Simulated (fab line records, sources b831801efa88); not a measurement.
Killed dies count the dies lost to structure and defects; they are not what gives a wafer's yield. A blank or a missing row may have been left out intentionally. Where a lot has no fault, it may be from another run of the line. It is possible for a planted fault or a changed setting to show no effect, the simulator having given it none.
fab line records	flow sky130
record lots=6	wafers=16	last_day=50
route steps=708 shown METAL5@671 PASSIVATION@681 PAD_OPEN@694
lots that met no fault: taken from a fault-free run of the same line
start_h: hours from the record's opening day to when the first of the lot's shown wafers began	wait_h: hours elapsed since this lot's preceding step	" identical to the entry in the row above	L1.1+2: a single row standing in for several wafers	- value missing, or start not given	* or withheld: withheld	< > ~ a bound
route shown NAME@n: names a module that has steps shown in the file, with the first one's number in the route	usual: average and standard deviation across the fault-free wafers	same: alike in all rows	chamber/n: place in a boat	sites: per-site readings	_std_site: the standard deviation of these	_edge_site: outer sites' mean less inner sites'	radius_mm: how far each site lies from the wafer's centre	mask NAME#n: copy n	behind: the most recent tool/chamber to have shaped the wafer	hold: what put the lot on hold/how long, in hours/how the hold closed	device: which transistor (n, p or np) failed to switch	end of line: the same wafers' tests at the end of the route	a step with no rows: only its recipe	killed: not the wafer's yield, but the dies lost to structure and defects at the first sort	map: a wafer's dies, marking killed ones x, the rest . and places with no die _
set.NAME: the run value of the setting; set.NAME@STEP: its run value at that earlier step	model.NAME: the simulator's own value behind a step, which no gauge read
a table for each step, a row for each wafer; lots at some steps of the route
services: from which hour (start_h, from the record's first day; less than 0 if before it) a tool's chamber was out of use, for how many hours, and why
## steps
# step SKY_METAL5_SOFTBAKE_10
# recipe temp_c=90	time_s=60	resist=NOVOLAK
# step SKY_METAL5_EXPOSE_11
# recipe mask_id=MM5	na=0.6	source_shape=conventional	sigma_outer=0.6	polarization=unpolarized	target_cd_nm=1600	dose_mj=190
# step SKY_METAL5_PEB_12
# recipe temp_c=withheld	time_s=*	resist=NOVOLAK
# step SKY_METAL5_DEVELOP_13
# recipe resist=NOVOLAK	developer=TMAH	develop_time_s=60	dev_temp_c=23
# step SKY_METAL5_DESCUM_14
# recipe chemistry=O2	source_power_w=150	bias_power_w=0	pressure_mtorr=10	temp_c=40	time_s=11
# usual drypump_motor_current_A=5.6/0.68	oes_product_au=1.000/0.0076
lot.wafer	tool	chamber	start_h	wait_h	drypump_motor_current_A	oes_product_au	rf_hours_counter_h
L215.4	rie_metal-02	0	1029.29	0.1	5.0	1.002	-
L215.5	"	0	"	"	5.0	1.002	-
L215.6	"	1	"	"	6.4	0.996	-
L217.1	rie_metal-03	0	1051.92	0.1	5.2	0.995	2
L217.3	"	0	"	"	5.3	0.992	-
L217.6	"	0	"	"	5.2	0.992	-
L222.3	rie_metal-02	1	1093.08	0.1	6.4	1.001	-
L222.6	"	1	"	"	6.4	1.001	-
L225.3	rie_metal-02	0	1095.68	0.1	5.0	0.991	-
L225.6	"	1	"	"	6.4	0.991	-
L229.2	rie_metal-03	0	1122.11	0.1	5.2	1.002	6
L229.3	"	0	"	"	5.2	1.007	-
L229.5	"	1	"	"	4.7	0.998	-
L238.1	rie_metal-03	1	1168.37	0.1	4.7	0.984	24
L238.5	"	1	"	"	4.6	0.990	-
L238.6	"	0	"	"	5.2	0.989	-
# step SKY_METAL5_METAL_ETCH_15
# recipe target_depth_a=12600	stop_on=SiO2	over_etch_frac=0.2	time_s=252	chemistry=Cl2/BCl3	resist_sidewall_deg=86	pressure_mtorr=10	icp_w=900	bias_w=48.5	Cl2_flow_sccm=60	bcl3_flow_sccm=30
# step SKY_METAL5_STRIP_16
# recipe chemistry=O2/N2	power_w=1400	pressure_mtorr=1500	platen_temp_c=withheld	o2_flow_sccm=3000	n2_flow_sccm=300	overash_fraction=0.5
# step SKY_METAL5_STRIP_17
# recipe chemistry=post_etch_residue_remover	time_s=1200	temp_c=72.5
# step SKY_METAL5_CLEAN_18
# recipe chemistry=IPA	time_s=180	temp_c=25
# step SKY_METAL5_CLEAN_19
# recipe chemistry=O3/DIW	dry=n2_spin
# step SKY_PASSIVATION_CVD_00
# recipe material=SiO2	target_thk_nm=90	temp_c=400	time_s=withheld	rf_w=600
# usual heater_power_w=639/92
lot.wafer	tool	chamber	start_h	wait_h	heater_power_w
L215.4	pecvd-02	0	1030.43	0.0	652
L215.5	"	2	"	"	756
L215.6	"	1	"	"	700
L217.1	pecvd-04	0	1052.83	0.0	545
L217.3	"	2	"	"	671
L217.6	"	2	"	"	659
L222.3	pecvd-03	2	1093.93	0.0	681
L222.6	"	2	"	"	684
L225.3	pecvd-03	1	1096.53	0.0	421
L225.6	"	1	"	"	433
L229.2	pecvd-02	0	1122.97	0.0	543
L229.3	"	2	"	"	664
L229.5	"	2	"	"	682
L238.1	pecvd-03	1	1169.24	0.0	506
L238.5	"	1	"	"	514
L238.6	"	0	"	"	773
# step SKY_PASSIVATION_THK_MEAS_01
# recipe reads=SiO2_of_PASSIVATION_CVD_00
# usual PASSIVATION_CVD_00_THK=89.7/1.1
lot.wafer	tool	chamber	start_h	wait_h	PASSIVATION_CVD_00_THK[nm]
L215.4	film_metro-01	-	1030.47	-	91.0
L215.5	"	-	"	"	90.4
L215.6	"	-	"	"	91.4
L217.1	film_metro-03	-	1052.85	-	89.5
L217.3	"	-	"	"	89.6
L217.6	"	-	"	"	91.7
L222.3	film_metro-01	-	1093.97	-	88.5
L222.6	"	-	"	"	89.9
L225.3	film_metro-01	-	1096.57	-	89.6
L225.6	"	-	"	"	90.4
L229.2	film_metro-01	-	1123.00	-	89.6
L229.3	"	-	"	"	88.5
L229.5	"	-	"	"	90.5
L238.1	film_metro-03	-	1169.27	-	89.6
L238.5	"	-	"	"	89.9
L238.6	"	-	"	"	90.3
# step SKY_PASSIVATION_CVD_02
# recipe material=Si3N4	target_thk_nm=540	temp_c=400	time_s=withheld	rf_w=450
# usual heater_power_w=695/78
lot.wafer	tool	chamber	start_h	wait_h	heater_power_w	model.Si3N4_of_PASSIVATION_CVD_02.thk_nm
L215.4	pecvd-03	0	1030.61	0.1	676	539.1
L215.5	"	2	"	"	659	543.3
L215.6	"	1	"	"	550	542.7
L217.1	pecvd-02	2	1052.91	0.1	846	539.8
L217.3	"	1	"	"	783	544.1
L217.6	"	0	"	"	597	550.4
L222.3	pecvd-02	0	1094.01	0.0	741	718.2
L222.6	"	0	"	"	624	553.2
L225.3	pecvd-02	1	1096.61	0.0	727	715
L225.6	"	1	"	"	769	549.5
L229.2	pecvd-03	0	1123.05	0.0	819	532.8
L229.3	"	1	"	"	587	536.6
L229.5	"	1	"	"	478	542.9
L238.1	pecvd-04	1	1169.33	0.1	604	534.4
L238.5	"	1	"	"	648	542.3
L238.6	"	0	"	"	659	555.7
# step SKY_PASSIVATION_THK_MEAS_03
# recipe reads=Si3N4_of_PASSIVATION_CVD_02
# usual PASSIVATION_CVD_02_THK=540/6.9
lot.wafer	tool	chamber	start_h	wait_h	PASSIVATION_CVD_02_THK[nm]
L215.4	film_metro-02	-	1030.75	-	539
L215.5	"	-	"	"	543
L215.6	"	-	"	"	543
L217.1	film_metro-03	-	1053.14	-	539
L217.3	"	-	"	"	544
L217.6	"	-	"	"	550
L222.3	film_metro-03	-	1094.25	-	718
L222.6	"	-	"	"	553
L225.3	film_metro-03	-	1096.85	-	715
L225.6	"	-	"	"	549
L229.2	film_metro-01	-	1123.40	-	532
L229.3	"	-	"	"	536
L229.5	"	-	"	"	543
L238.1	film_metro-01	-	1169.55	-	534
L238.5	"	-	"	"	542
L238.6	"	-	"	"	556
# step SKY_PASSIVATION_DEHYDRATE_04
# recipe temp_c=200	time_s=60
# step SKY_PASSIVATION_HMDS_05
# recipe prime_time_s=60	prime_temp_c=120
# step SKY_PASSIVATION_COAT_06
# recipe spin_rpm=2000	resist_thk_nm=3000
# step SKY_PASSIVATION_SOFTBAKE_07
# recipe temp_c=110	time_s=withheld
# step SKY_PASSIVATION_EXPOSE_08
# recipe mask_id=NSM	target_cd_nm=3000	na=0.57	dose_mj=260
# step SKY_PASSIVATION_PEB_09
# recipe temp_c=115	time_s=withheld
# step SKY_PASSIVATION_DEVELOP_10
# recipe develop_time_s=60	dev_temp_c=23
# step SKY_PASSIVATION_ETCH_11
# recipe chemistry=CF4/O2	target_depth_nm=725	stop_on=AlCu	source_w=800	bias_w=150	pressure_mtorr=150	cf4_flow_sccm=80	O2_flow_sccm=10	time_s=161.1
# usual drypump_motor_current_A=5.8/0.41	oes_product_au=0.977/0.0068	throttle_valve_pct=5.962/0.0086
lot.wafer	tool	chamber	start_h	wait_h	drypump_motor_current_A	oes_product_au	rf_hours_counter_h	throttle_valve_pct
L215.4	rie_diel-02	3	1052.75	-	6.2	0.982	-	5.955
L215.5	"	2	"	"	5.7	0.981	-	5.950
L215.6	"	0	"	"	5.4	0.986	-	5.957
L217.1	rie_diel-02	0	1073.95	-	5.4	0.977	15	5.971
L217.3	"	1	"	"	5.3	0.976	4	5.964
L217.6	"	1	"	"	5.3	0.979	-	5.970
L222.3	rie_diel-02	0	1114.62	-	5.4	0.979	16	5.979
L222.6	"	1	"	"	5.3	0.983	-	5.978
L225.3	rie_diel-02	0	1117.47	-	5.4	0.987	16	5.956
L225.6	"	3	"	"	6.2	0.984	-	5.943
L229.2	rie_diel-02	2	1142.65	-	5.7	0.968	22	5.960
L229.3	"	3	"	"	6.2	0.966	16	5.967
L229.5	"	0	"	"	5.4	0.971	-	5.963
L238.1	rie_diel-02	3	1186.25	-	6.2	0.975	18	5.947
L238.5	"	2	"	"	5.7	0.975	-	5.969
L238.6	"	3	"	"	6.2	0.991	-	5.971
# step SKY_PASSIVATION_STRIP_12
# recipe chemistry=O2/N2	power_w=1400	pressure_mtorr=1500	platen_temp_c=withheld	overash_fraction=0.7	o2_flow_sccm=3000	n2_flow_sccm=300
# usual drypump_motor_current_A=5.4/0.3	n2_flow_sccm=299.9/0.94	oes_product_au=0.661/0.0047	strip_time_to_endpoint_s=31.48/0.13
lot.wafer	tool	chamber	start_h	wait_h	drypump_motor_current_A	n2_flow_sccm	oes_product_au	rf_hours_counter_h	strip_time_to_endpoint_s
L215.4	plasma_asher-02	0	1052.84	0.0	5.0	299.0	0.662	-	31.34
L215.5	"	1	"	"	5.7	300.0	0.657	-	31.43
L215.6	"	0	"	"	5.0	298.2	0.656	-	31.56
L217.1	plasma_asher-04	0	1074.06	0.1	5.1	299.7	0.666	1	31.60
L217.3	"	0	"	"	5.1	300.2	0.663	-	31.39
L217.6	"	0	"	"	5.1	300.7	0.656	-	31.32
L222.3	plasma_asher-03	1	1114.76	0.1	5.2	298.7	0.664	-	31.45
L222.6	"	0	"	"	5.3	299.2	0.672	-	31.34
L225.3	plasma_asher-02	1	1117.61	0.1	5.7	300.7	0.659	-	31.52
L225.6	"	0	"	"	5.0	297.4	0.658	-	31.52
L229.2	plasma_asher-04	1	1142.76	0.1	5.8	301.6	0.663	6	31.50
L229.3	"	0	"	"	5.1	299.1	0.660	-	31.55
L229.5	"	0	"	"	5.1	299.7	0.657	-	31.50
L238.1	plasma_asher-03	0	1186.36	0.1	5.3	300.9	0.658	108	31.36
L238.5	"	1	"	"	5.2	297.5	0.662	-	31.36
L238.6	"	0	"	"	5.3	300.4	0.658	-	31.39
# step SKY_PAD_OPEN_DEHYDRATE_00
# recipe temp_c=200	time_s=60
# step SKY_PAD_OPEN_HMDS_01
# recipe prime_time_s=60	prime_temp_c=120
# step SKY_PAD_OPEN_COAT_02
# recipe spin_rpm=2000	resist_thk_nm=3000
# step SKY_PAD_OPEN_SOFTBAKE_03
# recipe temp_c=110	time_s=withheld
# step SKY_PAD_OPEN_EXPOSE_04
# recipe mask_id=PDM	target_cd_nm=60000	na=0.57	dose_mj=260
# step SKY_PAD_OPEN_PEB_05
# recipe temp_c=115	time_s=withheld
# step SKY_PAD_OPEN_DEVELOP_06
# recipe develop_time_s=60	dev_temp_c=23
# step SKY_PAD_OPEN_ETCH_07
# recipe chemistry=CF4/O2	target_depth_nm=725	stop_on=AlCu	source_w=800	bias_w=150	pressure_mtorr=150	cf4_flow_sccm=80	O2_flow_sccm=10	time_s=161.1
# usual drypump_motor_current_A=5.8/0.47	oes_product_au=0.977/0.007	throttle_valve_pct=5.964/0.0083
lot.wafer	tool	chamber	start_h	wait_h	drypump_motor_current_A	oes_product_au	rf_hours_counter_h	throttle_valve_pct
L215.4	rie_diel-03	0	1073.30	-	6.2	0.989	22	5.974
L215.5	"	0	"	"	6.2	0.984	-	5.984
L215.6	"	3	"	"	5.2	0.977	-	5.959
L217.1	rie_diel-04	0	1094.75	-	6.3	0.987	24	5.964
L217.3	"	3	"	"	5.3	0.978	26	5.958
L217.6	"	1	"	"	5.9	0.985	-	5.966
L222.3	rie_diel-03	1	1134.62	-	6.6	0.980	24	5.967
L222.6	"	3	"	"	5.2	0.981	-	5.964
L225.3	rie_diel-01	2	1137.72	-	5.5	0.977	19	5.965
L225.6	"	2	"	"	5.5	0.973	-	5.967
L229.2	rie_diel-03	0	1160.47	-	6.2	0.978	26	5.957
L229.3	"	2	"	"	6.3	0.973	12	5.956
L229.5	"	3	"	"	5.2	0.978	-	5.959
L238.1	rie_diel-03	0	1202.12	-	6.1	0.969	27	5.967
L238.5	"	2	"	"	6.3	0.982	-	5.958
L238.6	"	3	"	"	5.2	0.983	-	5.971
# step SKY_PAD_OPEN_STRIP_08
# recipe chemistry=O2/N2	power_w=1400	pressure_mtorr=1500	platen_temp_c=withheld	overash_fraction=0.7	o2_flow_sccm=3000	n2_flow_sccm=300
# step SKY_PAD_OPEN_STRIP_09
# recipe chemistry=post_etch_residue_remover	time_s=1200	temp_c=72.5
lot.wafer	tool	chamber	start_h	wait_h	model.Si3N4_of_PASSIVATION_CVD_02.thk_nm
L215.4	wet_bench-02	3	1073.51	0.0	538.8
L215.5	"	3	"	"	542.9
L215.6	"	3	"	"	542.4
L217.1	wet_bench-02	1	1094.96	0.1	539.4
L217.3	"	1	"	"	543.7
L217.6	"	1	"	"	550.1
L222.3	wet_bench-04	3	1134.82	0.0	717.9
L222.6	"	3	"	"	552.9
L225.3	wet_bench-04	3	1137.92	0.0	714.6
L225.6	"	3	"	"	549.1
L229.2	wet_bench-03	1	1160.67	0.1	532.5
L229.3	"	1	"	"	536.2
L229.5	"	1	"	"	542.5
L238.1	wet_bench-04	2	1202.45	0.2	534
L238.5	"	2	"	"	541.9
L238.6	"	2	"	"	555.4
# step SKY_PAD_OPEN_CLEAN_10
# recipe chemistry=IPA	time_s=180	temp_c=25
## services
tool	chamber	start_h	hours	kind
pecvd-04	-	1042.41	2.5	repair
rie_diel-02	0	1044.57	1.6	repair
pecvd-04	-	1050.87	1.6	repair
rie_diel-02	1	1051.59	2.6	repair
pecvd-04	0	1055.00	2.6	repair
plasma_asher-04	-	1055.25	9.0	pm
rie_diel-02	3	1060.51	4.9	repair
rie_diel-03	1	1062.70	1.7	repair
plasma_asher-04	-	1089.93	14.6	pm
rie_metal-03	-	1109.89	0.5	repair
pecvd-04	-	1115.01	14.6	pm
rie_metal-03	-	1118.62	2.8	pm
pecvd-03	2	1121.40	4.6	repair
pecvd-04	1	1145.30	18.1	repair
rie_metal-02	-	1152.79	14.6	pm
pecvd-03	2	1162.51	7.4	repair
plasma_asher-04	-	1162.78	4.0	pm
rie_diel-02	1	1174.17	12.5	repair
pecvd-02	1	1176.49	4.4	repair
pecvd-02	-	1179.09	0.7	repair
pecvd-02	0	1182.88	8.6	repair
pecvd-04	0	1183.75	5.5	repair
rie_diel-02	-	1186.68	2.8	pm
rie_diel-03	0	1197.26	4.7	repair
## key
first_sign step=SKY_PASSIVATION_THK_MEAS_03	reading=PASSIVATION_CVD_02_THK	direction=up	sigmas=25	usual=540	struck=716
effect none on later readings
model_effect step=SKY_PASSIVATION_CVD_02	value=Si3N4_of_PASSIVATION_CVD_02.thk_nm	without=547.9	struck=716.6
model_effect step=SKY_PAD_OPEN_STRIP_09	value=Si3N4_of_PASSIVATION_CVD_02.thk_nm	without=547.5	struck=716.2
met_at SKY_PASSIVATION_CVD_02
struck_wafers L222.3,L225.3
onset_between 1052.91 1094.01
fault kind=process_parameter_drift	tool=pecvd-02	chamber=-	onset_h=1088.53	steps=SKY_PASSIVATION_CVD_02	channel=target_thk_nm	offset=170.03	shape=step	end_h=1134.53	scope=struck_wafers_only	acts_in=these_recipes_only	stated=540
